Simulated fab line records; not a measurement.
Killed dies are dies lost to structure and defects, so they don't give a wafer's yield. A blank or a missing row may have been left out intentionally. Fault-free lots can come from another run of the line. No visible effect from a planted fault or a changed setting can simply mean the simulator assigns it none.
Matching of chambers / flow sky130 / SKY_VIA4_HDPCVD_00 on hdpcvd-01 has 3 sister chambers
The step deposits SiO2, target thk 1750 nm, time 291.7 s. 14 wafers are shown with their chamber, then 7 later ones without.

== WAFERS PAIRED WITH THEIR CHAMBERS ==
wafer=L977.3; chamber=0; run-length-s (s)=319.3; pressure-mtorr (mTorr)=6.001
wafer=L977.4; chamber=0; run-length-s (s)=319.2; pressure-mtorr (mTorr)=6.005
wafer=L977.6; chamber=2; run-length-s (s)=320.1; pressure-mtorr (mTorr)=5.991
wafer=L981.2; chamber=1; run-length-s (s)=319.7; pressure-mtorr (mTorr)=5.990
wafer=L981.5; chamber=0; run-length-s (s)=319.4; pressure-mtorr (mTorr)=6.005
wafer=L981.6; chamber=2; run-length-s (s)=320.3; pressure-mtorr (mTorr)=5.990
wafer=L984.1; chamber=2; run-length-s (s)=320.1; pressure-mtorr (mTorr)=5.986
wafer=L984.3; chamber=0; run-length-s (s)=318.9; pressure-mtorr (mTorr)=6.007
wafer=L984.5; chamber=0; run-length-s (s)=318.9; pressure-mtorr (mTorr)=5.982
wafer=L986.1; chamber=0; run-length-s (s)=319.5; pressure-mtorr (mTorr)=5.996
wafer=L986.3; chamber=1; run-length-s (s)=319.4; pressure-mtorr (mTorr)=6.010
wafer=L986.5; chamber=1; run-length-s (s)=319.2; pressure-mtorr (mTorr)=6.011
wafer=L989.1; chamber=0; run-length-s (s)=319.0; pressure-mtorr (mTorr)=5.997
wafer=L989.5; chamber=0; run-length-s (s)=319.2; pressure-mtorr (mTorr)=5.979

SIGNATURES (means of the wafers above)
reading=run-length-s; chamber 0=319.175; chamber 1=319.433; chamber 2=320.167; scatter within a chamber=0.215
reading=pressure-mtorr; chamber 0=5.99650; chamber 1=6.00367; chamber 2=5.98900; scatter within a chamber=0.00994
Rule: for each reading, subtract the chamber's mean from the wafer's reading, divide by that reading's scatter and square the result; add these up over the readings and take the root, which gives the wafer's distance from the chamber. The wafer belongs to the nearest chamber; if the next one is less than 2 further off, it can't be placed. The scatter: the root of (the sum of the squares of (reading less its chamber's mean) over the shown wafers, divided by (wafers less chambers)).

== WAFERS WITHOUT THEIR CHAMBER ==
wafer=L989.6; run-length-s (s)=319.4; pressure-mtorr (mTorr)=6.005
wafer=L994.3; run-length-s (s)=320.0; pressure-mtorr (mTorr)=5.981
wafer=L994.4; run-length-s (s)=319.5; pressure-mtorr (mTorr)=5.995
wafer=L994.6; run-length-s (s)=318.8; pressure-mtorr (mTorr)=5.971
wafer=L996.5; run-length-s (s)=320.3; pressure-mtorr (mTorr)=5.993
wafer=L998.6; run-length-s (s)=320.1; pressure-mtorr (mTorr)=6.003
wafer=L999.5; run-length-s (s)=320.7; pressure-mtorr (mTorr)=5.983

== EACH ONE'S CHAMBER ==
wafer=L989.6; from the rows above=can't be placed: 1 or 0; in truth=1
wafer=L994.3; from the rows above=2; in truth=2
wafer=L994.4; from the rows above=can't be placed: 1 or 0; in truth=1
wafer=L994.6; from the rows above=can't be placed: 0 or 1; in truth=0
wafer=L996.5; from the rows above=2; in truth=2
wafer=L998.6; from the rows above=can't be placed: 2 or 1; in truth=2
wafer=L999.5; from the rows above=2; in truth=2
Correct placement for 3 of the 7. Cannot be placed on the basis of these rows: 4; the candidates contain the true chamber in 4. 0 placed wrongly.
